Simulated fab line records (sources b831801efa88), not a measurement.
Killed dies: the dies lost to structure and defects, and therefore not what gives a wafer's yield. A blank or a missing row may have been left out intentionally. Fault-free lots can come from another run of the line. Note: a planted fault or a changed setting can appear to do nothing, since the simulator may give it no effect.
fab line records    flow sfqLine    part 1 of 2: steps 1 to 25 of 34
record lots=5  wafers=15  lastDay=83
route steps=325 shown I2@116 M3@118 I3@133 M4@148
lots untouched by any fault: they come from a run of this same line in which no faults occurred
startH: hours from the record's opening day to when the first of the lot's shown wafers began    waitH: hours from the lot's prior step to this one    " the same as in the row above    L1.1+2: a row that stands for several wafers    - no value, or no start given    * or withheld: withheld    < > ~ a bound
route shown NAME@n: names a module that has steps shown in the file, with the first one's number in the route    usual: mean and standard deviation over wafers with no fault    same: alike in all rows    chamber/n: place in a boat    sites: readings site by site    _std_site: the values' standard deviation    _edge_site: the outer-site mean with the inner-site mean subtracted    radiusMm: how far each site lies from the wafer's centre    mask NAME#n: copy n    behind: the tool/chamber that last shaped the wafer    hold: the reason the lot was held/the length of the hold in hours/how it ended    device: the n, p or np transistor that did not switch    end of line: at the end of the route, the tests of the same wafers    a step with no rows: only its recipe    killed: not the wafer's yield, but the dies lost to structure and defects at the first sort    map: a wafer's dies, marking killed ones x, the rest . and places with no die _
set.NAME: the run value of the setting; set.NAME@STEP: its run value at that earlier step    model.NAME: the simulator's own value behind a step, which no gauge read
certain route steps with their lots: each step a table, each wafer a row
services: from which hour (startH, from the record's first day; less than 0 if before it) a tool's chamber was out of use, for how many hours, and why
## steps
# step SFQ_TRILAYER_I2_VIA_STRIP_STRIP_071
# recipe gas=O2  powerW=200  platenTempC=40  overashFraction=0.65  chemistry=O2  pressureMtorr=50
# usual drypumpMotorCurrentA=5.9/0.47  oesProductAu=0.995/0.0087
lot.wafer  tool         chamber  startH  waitH  drypumpMotorCurrentA  oesProductAu  rfHoursCounterH
L076.1     rieMetal-01  0        866.28  -      5.9                   0.994         76
L076.2     "            1        "       "      6.2                   0.999         2
L076.4     "            1        "       "      6.2                   0.995         -
L080.1     rieMetal-02  1        926.27  -      5.4                   1.002         78
L080.4     "            0        "       "      6.6                   0.982         -
L080.5     "            0        "       "      6.7                   0.982         -
L082.2     rieMetal-02  1        941.56  -      5.4                   1.013         80
L082.5     "            0        "       "      6.7                   0.985         -
L082.6     "            1        "       "      5.4                   1.005         -
L085.1     rieMetal-01  0        984.52  -      5.9                   0.986         91
L085.2     "            1        "       "      6.2                   0.985         17
L085.4     "            1        "       "      6.1                   0.986         -
L088.1     rieMetal-03  0        994.12  -      5.1                   0.991         21
L088.3     "            1        "       "      6.0                   1.002         -
L088.4     "            0        "       "      5.1                   1.000         -
# step SFQ_TRILAYER_I2_VIA_STRIP_SOLV_CLEAN_072
# recipe chemistry=NMP  tempC=70  timeS=600
lot.wafer   tool         chamber  startH  waitH
L076.1+2+4  wetBench-01  3,6,5    866.88  0.4
L080.1+4+5  wetBench-04  3,2,5    926.87  0.4
L082.2+5+6  wetBench-01  2,7,1    942.16  0.4
L085.1+2+4  wetBench-03  3,6,5    985.12  0.4
L088.1+3+4  wetBench-04  0,6,7    994.72  0.4
# step SFQ_TRILAYER_M3_DEP_PRE_CLEAN_074
# recipe gas=Ar  timeS=22.5  biasV=250
lot.wafer   tool           chamber  startH  waitH
L076.1+2+4  pvdSputter-04  -        867.06  0.0
L080.1+4+5  pvdSputter-04  -        927.04  0.0
L082.2+5+6  pvdSputter-04  -        942.33  0.0
L085.1+2+4  pvdSputter-04  -        985.30  0.0
L088.1+3+4  pvdSputter-03  -        994.91  0.0
# step SFQ_TRILAYER_M3_DEP_SPUTTER_073
# recipe material=Nb  basePressurePa=1.33e-06  chamberPressurePa=0.1333  substrateTempC=20  resputterCathodeVoltageV=400  targetThkNm=200  powerW=2000  timeS=133.3
# usual throttleValvePct=30.4/1.4
lot.wafer  tool           chamber  startH  waitH  throttleValvePct
L076.1     pvdSputter-04  -        867.09  0.0    30.0
L076.2     "              -        "       "      31.9
L076.4     "              -        "       "      31.7
L080.1     pvdSputter-04  -        927.07  0.0    32.2
L080.4     "              -        "       "      30.1
L080.5     "              -        "       "      32.0
L082.2     pvdSputter-04  -        942.36  0.0    29.7
L082.5     "              -        "       "      31.9
L082.6     "              -        "       "      32.2
L085.1     pvdSputter-04  -        985.33  0.0    30.0
L085.2     "              -        "       "      32.0
L085.4     "              -        "       "      31.9
L088.1     pvdSputter-03  -        994.94  0.0    30.8
L088.3     "              -        "       "      29.5
L088.4     "              -        "       "      31.9
# step SFQ_M3_RS_MEAS_919
# recipe thkMeasGauge=four-point-probe  reads=Nb_of_TRILAYER_M3_DEP_SPUTTER_073
# usual M3_NB_RS=0.892/0.012
lot.wafer  tool          chamber  startH  waitH  M3_NB_RS[ohm/sq]
L076.1     filmMetro-02  -        867.18  0.0    0.900
L076.2     "             -        "       "      0.905
L076.4     "             -        "       "      0.897
L080.1     filmMetro-04  -        927.16  0.0    0.921
L080.4     "             -        "       "      0.914
L080.5     "             -        "       "      0.899
L082.2     filmMetro-02  -        942.47  0.1    0.912
L082.5     "             -        "       "      0.904
L082.6     "             -        "       "      0.884
L085.1     filmMetro-04  -        985.42  0.0    0.911
L085.2     "             -        "       "      0.895
L085.4     "             -        "       "      0.891
L088.1     filmMetro-02  -        995.03  0.0    0.888
L088.3     "             -        "       "      0.883
L088.4     "             -        "       "      0.891
# step SFQ_TRILAYER_M3_LITHO_COAT_080
# recipe resist=BARC  spinRpm=3000  resistThkNm=62
# usual chillPlateTempC=23.00/0.1
lot.wafer  tool           chamber  startH  waitH  chillPlateTempC
L076.1     lithoTrack-04  0        867.36  0.1    23.13
L076.2     "              0        "       "      23.13
L076.4     "              0        "       "      23.00
L080.1     lithoTrack-04  0        927.34  0.1    23.09
L080.4     "              0        "       "      22.84
L080.5     "              0        "       "      23.10
L082.2     lithoTrack-03  0        942.68  0.1    22.97
L082.5     "              0        "       "      22.87
L082.6     "              0        "       "      22.90
L085.1     lithoTrack-04  0        985.60  0.1    23.11
L085.2     "              0        "       "      23.11
L085.4     "              0        "       "      22.99
L088.1     lithoTrack-04  0        995.21  0.1    23.08
L088.3     "              0        "       "      23.01
L088.4     "              0        "       "      22.79
# step SFQ_TRILAYER_M3_LITHO_COAT_075
# recipe resist=KrF  spinRpm=3000  resistThkNm=600
# usual chillPlateTempC=23.00/0.11
lot.wafer  tool           chamber  startH  waitH  chillPlateTempC
L076.1     lithoTrack-04  0        867.66  0.2    23.04
L076.2     "              0        "       "      23.15
L076.4     "              0        "       "      23.14
L080.1     lithoTrack-04  0        927.64  0.2    23.07
L080.4     "              0        "       "      22.94
L080.5     "              0        "       "      22.91
L082.2     lithoTrack-03  0        942.98  0.2    23.03
L082.5     "              0        "       "      22.85
L082.6     "              0        "       "      22.83
L085.1     lithoTrack-04  0        985.90  0.2    22.93
L085.2     "              0        "       "      22.99
L085.4     "              0        "       "      23.05
L088.1     lithoTrack-04  0        995.51  0.2    23.03
L088.3     "              0        "       "      23.06
L088.4     "              0        "       "      23.04
# step SFQ_TRILAYER_M3_LITHO_SOFTBAKE_079
# recipe tempC=withheld  timeS=withheld  resist=KrF
# usual chillPlateTempC=*
lot.wafer  tool           chamber  startH  waitH  chillPlateTempC
L076.1     lithoTrack-04  0        867.96  0.2    *
L076.2     "              0        "       "      *
L076.4     "              0        "       "      *
L080.1     lithoTrack-04  0        927.94  0.2    *
L080.4     "              0        "       "      *
L080.5     "              0        "       "      *
L082.2     lithoTrack-03  0        943.26  0.2    *
L082.5     "              0        "       "      *
L082.6     "              0        "       "      *
L085.1     lithoTrack-04  0        986.20  0.2    *
L085.2     "              0        "       "      *
L085.4     "              0        "       "      *
L088.1     lithoTrack-04  0        995.81  0.2    *
L088.3     "              0        "       "      *
L088.4     "              0        "       "      *
# step SFQ_TRILAYER_M3_LITHO_EXPOSE_076
# recipe maskId=M3  na=0.6  sourceShape=conventional  sigmaOuter=0.65  targetCdNm=500  doseMj=14.4
lot.wafer   tool           chamber  startH   waitH  mask
L076.1+2+4  krfScanner-02  0        1025.08  -      M3#0
L080.1+4+5  krfScanner-01  0        1074.56  -      M3#0
L082.2+5+6  krfScanner-01  0        1085.56  -      M3#0
L085.1+2+4  krfScanner-01  0        1128.90  -      M3#0
L088.1+3+4  krfScanner-02  0        1139.74  -      M3#0
# step SFQ_TRILAYER_M3_LITHO_PEB_078
# recipe pebTempC=115  pebTimeS=60  resist=KrF
# usual chillPlateTempC=23.00/0.12
lot.wafer  tool           chamber  startH   waitH  chillPlateTempC
L076.1     lithoTrack-03  0        1026.28  1.0    22.88
L076.2     "              0        "        "      23.02
L076.4     "              0        "        "      23.01
L080.1     lithoTrack-01  0        1075.76  1.0    23.13
L080.4     "              0        "        "      23.04
L080.5     "              0        "        "      22.98
L082.2     lithoTrack-03  0        1086.58  0.8    22.90
L082.5     "              0        "        "      23.05
L082.6     "              0        "        "      22.84
L085.1     lithoTrack-01  0        1130.10  1.0    23.10
L085.2     "              0        "        "      22.99
L085.4     "              0        "        "      23.06
L088.1     lithoTrack-04  0        1140.94  1.0    22.99
L088.3     "              0        "        "      23.02
L088.4     "              0        "        "      23.06
# step SFQ_TRILAYER_M3_LITHO_DEVELOP_077
# recipe timeS=60  resist=KrF
# usual chillPlateTempC=23.00/0.1
lot.wafer  tool           chamber  startH   waitH  chillPlateTempC
L076.1     lithoTrack-03  0        1026.43  0.1    22.89
L076.2     "              0        "        "      22.81
L076.4     "              0        "        "      22.82
L080.1     lithoTrack-01  0        1075.91  0.1    23.01
L080.4     "              0        "        "      23.03
L080.5     "              0        "        "      23.13
L082.2     lithoTrack-03  0        1086.73  0.1    23.01
L082.5     "              0        "        "      23.02
L082.6     "              0        "        "      22.90
L085.1     lithoTrack-01  0        1130.25  0.1    23.00
L085.2     "              0        "        "      23.12
L085.4     "              0        "        "      23.05
L088.1     lithoTrack-04  0        1141.09  0.1    23.06
L088.3     "              0        "        "      23.05
L088.4     "              0        "        "      23.02
# step SFQ_M3_OVL_MEAS_921
# usual M3_OVL=-1/5.6
lot.wafer  tool        chamber  startH   waitH  M3_OVL[nm]
L076.1     overlay-01  -        1026.58  0.1    -6
L076.2     "           -        "        "      -5
L076.4     "           -        "        "      1
L080.1     overlay-02  -        1076.06  0.1    -1
L080.4     "           -        "        "      -4
L080.5     "           -        "        "      -3
L082.2     overlay-02  -        1086.86  0.1    5
L082.5     "           -        "        "      5
L082.6     "           -        "        "      2
L085.1     overlay-02  -        1130.40  0.1    7
L085.2     "           -        "        "      -5
L085.4     "           -        "        "      -3
L088.1     overlay-02  -        1141.24  0.1    -1
L088.3     "           -        "        "      -8
L088.4     "           -        "        "      -4
# step SFQ_TRILAYER_M3_BARC_OPEN_METAL_ETCH_100
# recipe maskMaterial=PR  chemistry=O2  targetDepthNm=125  target=BARC  icpW=600  biasW=80  pressureMtorr=10  timeS=41.7
# usual biasW=79.98/0.24  drypumpMotorCurrentA=5.7/0.46  oesProductAu=0.685/0.0051
lot.wafer  tool         chamber  startH   waitH  biasW  drypumpMotorCurrentA  oesProductAu  rfHoursCounterH
L076.1     rieMetal-03  0        1026.62  0.0    79.51  5.2                   0.686         25
L076.2     "            1        "        "      79.95  5.9                   0.683         113
L076.4     "            0        "        "      80.02  5.2                   0.683         -
L080.1     rieMetal-03  0        1076.09  0.0    80.19  5.2                   0.685         33
L080.4     "            0        "        "      80.23  5.2                   0.681         -
L080.5     "            0        "        "      80.16  5.2                   0.674         -
L082.2     rieMetal-02  1        1086.89  0.0    80.15  5.4                   0.683         103
L082.5     "            0        "        "      80.49  6.7                   0.696         -
L082.6     "            1        "        "      80.27  5.5                   0.686         -
L085.1     rieMetal-04  0        1130.44  0.0    79.59  5.8                   0.680         90
L085.2     "            1        "        "      79.92  5.5                   0.697         66
L085.4     "            1        "        "      79.79  5.5                   0.686         -
L088.1     rieMetal-04  0        1141.28  0.0    79.93  5.8                   0.693         92
L088.3     "            1        "        "      79.82  5.4                   0.688         -
L088.4     "            0        "        "      80.04  5.8                   0.679         -
# step SFQ_TRILAYER_M3_ETCH_METAL_ETCH_078
# recipe target=Nb  stopOn=SiO2  maskMaterial=PR  chemistry=Cl2/Ar  targetDepthNm=240  icpW=600  biasW=80  pressureMtorr=10  timeS=120
# usual biasW=80.05/0.24  drypumpMotorCurrentA=5.7/0.46  oesProductAu=0.894/0.008
lot.wafer  tool         chamber  startH   waitH  biasW  drypumpMotorCurrentA  oesProductAu  rfHoursCounterH
L076.1     rieMetal-03  0        1026.68  0.0    80.57  5.1                   0.894         25
L076.2     "            1        "        "      79.68  6.0                   0.884         113
L076.4     "            0        "        "      80.40  5.1                   0.897         -
L080.1     rieMetal-03  0        1076.21  0.1    79.76  5.1                   0.875         34
L080.4     "            0        "        "      79.96  5.1                   0.876         -
L080.5     "            0        "        "      80.05  5.1                   0.896         -
L082.2     rieMetal-02  1        1086.95  0.0    80.24  5.4                   0.886         103
L082.5     "            0        "        "      80.29  6.7                   0.889         -
L082.6     "            1        "        "      80.25  5.4                   0.897         -
L085.1     rieMetal-04  0        1130.50  0.0    79.99  5.8                   0.882         90
L085.2     "            1        "        "      80.16  5.5                   0.893         66
L085.4     "            1        "        "      79.76  5.5                   0.895         -
L088.1     rieMetal-04  0        1141.34  0.0    79.72  5.8                   0.894         92
L088.3     "            1        "        "      80.15  5.5                   0.887         -
L088.4     "            0        "        "      79.92  5.8                   0.898         -
# step SFQ_TRILAYER_M3_STRIP_STRIP_079
# recipe gas=O2  powerW=200  platenTempC=40.75  overashFraction=0.65  chemistry=O2  pressureMtorr=50
# usual drypumpMotorCurrentA=5.7/0.45  oesProductAu=0.997/0.0084
lot.wafer  tool         chamber  startH   waitH  drypumpMotorCurrentA  oesProductAu  rfHoursCounterH
L076.1     rieMetal-03  0        1026.81  0.1    5.2                   0.998         25
L076.2     "            1        "        "      5.9                   1.004         113
L076.4     "            0        "        "      5.2                   1.012         -
L080.1     rieMetal-03  0        1076.46  0.2    5.1                   0.995         34
L080.4     "            0        "        "      5.1                   1.013         -
L080.5     "            0        "        "      5.1                   1.001         -
L082.2     rieMetal-02  1        1087.08  0.1    5.4                   0.995         103
L082.5     "            0        "        "      6.7                   0.982         -
L082.6     "            1        "        "      5.4                   0.994         -
L085.1     rieMetal-04  0        1130.62  0.1    5.8                   0.994         91
L085.2     "            1        "        "      5.5                   1.001         66
L085.4     "            1        "        "      5.5                   1.001         -
L088.1     rieMetal-04  0        1141.46  0.1    5.8                   1.009         92
L088.3     "            1        "        "      5.5                   1.001         -
L088.4     "            0        "        "      5.7                   1.000         -
# step SFQ_TRILAYER_M3_STRIP_SOLV_CLEAN_080
# recipe chemistry=NMP  tempC=70  timeS=600
lot.wafer   tool         chamber  startH   waitH
L076.1+2+4  wetBench-04  1,6,0    1027.41  0.4
L080.1+4+5  wetBench-01  7,6,5    1077.66  1.0
L082.2+5+6  wetBench-04  0,4,2    1087.68  0.4
L085.1+2+4  wetBench-01  3,6,5    1131.22  0.4
L088.1+3+4  wetBench-02  6,7,4    1142.06  0.4
# step SFQ_TRILAYER_I3_DEP_PECVD_081
# recipe material=SiO2  tempC=150  timeS=111.11  pressureTorr=2.4  rfW=183.3  precursor=SiH4/N2O  targetThkNm=500
# usual heaterPowerW=83/15  susceptorTempC=150.01/0.16  throttleValvePct=25.0/2
lot.wafer  tool      chamber  startH   waitH  heaterPowerW  susceptorTempC  throttleValvePct
L076.1     pecvd-02  2        1027.58  0.0    102           150.19          21.6
L076.2     "         0        "        "      92            150.13          23.2
L076.4     "         1        "        "      101           149.87          22.1
L080.1     pecvd-02  0        1077.84  0.0    100           149.99          23.3
L080.4     "         2        "        "      100           150.13          21.9
L080.5     "         1        "        "      95            149.98          22.3
L082.2     pecvd-04  1        1087.85  0.0    69            150.18          27.0
L082.5     "         0        "        "      79            150.29          25.1
L082.6     "         1        "        "      74            149.70          26.6
L085.1     pecvd-04  2        1131.41  0.0    100           149.89          26.2
L085.2     "         1        "        "      60            149.78          26.6
L085.4     "         0        "        "      82            150.30          24.7
L088.1     pecvd-04  1        1142.25  0.0    63            150.07          26.6
L088.3     "         2        "        "      117           150.14          26.6
L088.4     "         1        "        "      68            149.99          26.7
# step SFQ_TRILAYER_I3_CMP_CMP_082
# recipe material=SiO2  downForcePsi=3  platenRpm=60.58  padVelocityMS=0.94248
# usual edgeZonePressureFrac=0.999/0.0051  motorCurrentA=10.1/0.73  timeToEndpointS=213/8.8
lot.wafer  tool    chamber  startH   waitH  edgeZonePressureFrac  motorCurrentA  timeToEndpointS
L076.4     cmp-01  0        1029.46  1.8    1.003                 11.3           214
L076.1     "       2        1030.46  2.8    0.997                 11.2           205
L076.2     "       3        "        "      1.006                 10.0           206
L080.1     cmp-02  2        1082.43  4.6    0.999                 8.9            212
L080.4     "       3        "        "      1.002                 10.9           220
L080.5     "       1        1083.93  6.0    1.008                 9.2            226
L082.2     cmp-01  3        1090.53  2.6    0.998                 9.9            217
L082.5     "       1        1091.53  3.6    1.003                 10.4           207
L082.6     "       2        "        "      1.005                 10.2           216
L085.2     cmp-02  3        1135.17  3.7    1.002                 10.8           206
L085.4     "       0        "        "      0.999                 10.0           218
L085.1     "       1        "        "      1.002                 9.3            224
L088.1     cmp-01  2        1145.28  3.0    0.996                 9.7            197
L088.4     "       3        "        "      1.004                 9.3            215
L088.3     "       0        "        "      0.989                 10.9           211
# step SFQ_I3_BOW_MEAS_922
# recipe mode=bow
# usual I3_BOW=3/7.6
lot.wafer  tool          chamber  startH   waitH  I3_BOW[um]
L076.1     filmMetro-02  -        1032.46  1.5    -4
L076.2     "             -        "        "      -10
L076.4     "             -        "        "      -15
L080.1     filmMetro-02  -        1084.93  2.0    19
L080.4     "             -        "        "      18
L080.5     "             -        "        "      17
L082.2     filmMetro-04  -        1092.55  1.5    1
L082.5     "             -        "        "      2
L082.6     "             -        "        "      8
L085.1     filmMetro-02  -        1137.67  1.0    0
L085.2     "             -        "        "      -14
L085.4     "             -        "        "      2
L088.1     filmMetro-01  -        1148.28  2.5    0
L088.3     "             -        "        "      -2
L088.4     "             -        "        "      12
# step SFQ_TRILAYER_I3_METRO_MEASURE_083
# usual thkNm=200.1/1.1
lot.wafer  tool          chamber  startH   waitH  thkNm
L076.1     filmMetro-02  -        1032.58  0.1    201.5
L076.2     "             -        "        "      201.3
L076.4     "             -        "        "      200.5
L080.1     filmMetro-02  -        1085.05  0.1    201.2
L080.4     "             -        "        "      200.5
L080.5     "             -        "        "      201.2
L082.2     filmMetro-04  -        1092.85  0.3    200.8
L082.5     "             -        "        "      199.5
L082.6     "             -        "        "      199.5
L085.1     filmMetro-02  -        1137.79  0.1    201.5
L085.2     "             -        "        "      198.9
L085.4     "             -        "        "      200.2
L088.1     filmMetro-01  -        1148.40  0.1    198.1
L088.3     "             -        "        "      198.0
L088.4     "             -        "        "      199.8
# step SFQ_TRILAYER_I3_VIA_LITHO_COAT_090
# recipe resist=BARC  spinRpm=3000  resistThkNm=62
# usual chillPlateTempC=22.99/0.1
lot.wafer  tool           chamber  startH   waitH  chillPlateTempC
L076.1     lithoTrack-04  0        1033.78  1.0    22.85
L076.2     "              0        "        "      22.98
L076.4     "              0        "        "      22.94
L080.1     lithoTrack-04  0        1086.25  1.0    23.02
L080.4     "              0        "        "      22.92
L080.5     "              0        "        "      23.01
L082.2     lithoTrack-04  0        1093.90  0.8    22.97
L082.5     "              0        "        "      23.24
L082.6     "              0        "        "      23.13
L085.1     lithoTrack-01  0        1138.99  1.0    23.15
L085.2     "              0        "        "      23.10
L085.4     "              0        "        "      22.95
L088.1     lithoTrack-04  0        1149.60  1.0    22.97
L088.3     "              0        "        "      22.75
L088.4     "              0        "        "      22.93
# step SFQ_TRILAYER_I3_VIA_LITHO_COAT_085
# recipe resist=KrF  spinRpm=3000  resistThkNm=650
# usual chillPlateTempC=23.00/0.11
lot.wafer  tool           chamber  startH   waitH  chillPlateTempC
L076.1     lithoTrack-04  0        1034.08  0.2    23.03
L076.2     "              0        "        "      22.99
L076.4     "              0        "        "      23.01
L080.1     lithoTrack-04  0        1086.55  0.2    23.00
L080.4     "              0        "        "      22.79
L080.5     "              0        "        "      23.02
L082.2     lithoTrack-04  0        1094.20  0.2    22.92
L082.5     "              0        "        "      22.89
L082.6     "              0        "        "      22.95
L085.1     lithoTrack-01  0        1139.29  0.2    22.83
L085.2     "              0        "        "      22.94
L085.4     "              0        "        "      22.79
L088.1     lithoTrack-04  0        1149.90  0.2    23.06
L088.3     "              0        "        "      23.15
L088.4     "              0        "        "      22.97
# step SFQ_TRILAYER_I3_VIA_LITHO_SOFTBAKE_089
# recipe tempC=withheld  timeS=withheld  resist=KrF
# usual chillPlateTempC=*
lot.wafer  tool           chamber  startH   waitH  chillPlateTempC
L076.1     lithoTrack-04  0        1034.38  0.2    *
L076.2     "              0        "        "      *
L076.4     "              0        "        "      *
L080.1     lithoTrack-04  0        1086.85  0.2    *
L080.4     "              0        "        "      *
L080.5     "              0        "        "      *
L082.2     lithoTrack-04  0        1094.47  0.2    *
L082.5     "              0        "        "      *
L082.6     "              0        "        "      *
L085.1     lithoTrack-01  0        1139.59  0.2    *
L085.2     "              0        "        "      *
L085.4     "              0        "        "      *
L088.1     lithoTrack-04  0        1150.20  0.2    *
L088.3     "              0        "        "      *
L088.4     "              0        "        "      *
# step SFQ_TRILAYER_I3_VIA_LITHO_EXPOSE_086
# recipe maskId=I3  na=0.6  sourceShape=conventional  sigmaOuter=0.65  targetCdNm=500  doseMj=21.3
lot.wafer   tool           chamber  startH   waitH  mask
L076.1+2+4  krfScanner-01  0        1034.53  -      I3#0
L080.1+4+5  krfScanner-02  0        1222.57  -      I3#0
L082.2+5+6  krfScanner-01  0        1227.58  -      I3#0
L085.1+2+4  krfScanner-01  0        1262.18  -      I3#0
L088.1+3+4  krfScanner-01  0        1270.58  -      I3#0
# step SFQ_TRILAYER_I3_VIA_LITHO_PEB_088
# recipe pebTempC=115  pebTimeS=60  resist=KrF
# usual chillPlateTempC=23.00/0.1
lot.wafer  tool           chamber  startH   waitH  chillPlateTempC
L076.1     lithoTrack-01  0        1035.73  1.0    23.17
L076.2     "              0        "        "      22.98
L076.4     "              0        "        "      23.02
L080.1     lithoTrack-01  0        1223.77  1.0    22.86
L080.4     "              0        "        "      22.86
L080.5     "              0        "        "      22.92
L082.2     lithoTrack-04  0        1228.60  0.8    22.96
L082.5     "              0        "        "      22.79
L082.6     "              0        "        "      22.73
L085.1     lithoTrack-02  0        1263.38  1.0    23.08
L085.2     "              0        "        "      23.05
L085.4     "              0        "        "      22.87
L088.1     lithoTrack-02  0        1271.78  1.0    22.98
L088.3     "              0        "        "      22.86
L088.4     "              0        "        "      22.87
